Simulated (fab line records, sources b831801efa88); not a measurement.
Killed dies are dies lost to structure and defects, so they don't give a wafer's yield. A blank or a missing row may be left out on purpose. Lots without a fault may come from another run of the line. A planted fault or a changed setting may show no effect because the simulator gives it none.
Which tool did it? | flow gf180mcu | 7 lots, 21 wafers sampled, at 1 step of a route of 602

WHAT THE GAUGES READ, wafer by wafer
GF_STI_BOW_MEAS_00.
lot  | measured    | on            | INCOMING_BOW (um)
L732 | day 1 15:00 | film_metro-01 | 1 -1 -4
L734 | day 2 01:02 | film_metro-01 | -7 -4 -5
L736 | day 2 11:01 | film_metro-01 | -13 -7 3
L739 | day 3 02:02 | film_metro-03 | 13 7 10
L741 | day 3 12:04 | film_metro-01 | -1 -5 6
L752 | day 5 19:02 | film_metro-03 | 1 -1 2
L754 | day 6 05:00 | film_metro-03 | 6 -2 4

WHICH TOOL RAN EACH LOT (tool, then ch and the chambers of the sampled wafers, then the start)
The record holds no process step before these readings.

THE ANSWER, worked out from the rows above alone
Rule: what is usual is taken from the lots themselves. Put in order of their means at a reading, lots are off if they are a third of the lots or fewer, leave a main group of 4 or more, and stand apart from it by a gap of 3 or more times the standard deviation of the main group's means; of several such gaps the widest counts. A main group whose means are all the same, to the digits that the tables above print for the reading, isn't used. A lot without any number at a reading at which 4 lots or more have one is off too. The other lots that the step has rows for count as sound.
No lot is off at any reading shown: from this, nothing can be told.

WHAT THE SIMULATOR HAD PUT IN
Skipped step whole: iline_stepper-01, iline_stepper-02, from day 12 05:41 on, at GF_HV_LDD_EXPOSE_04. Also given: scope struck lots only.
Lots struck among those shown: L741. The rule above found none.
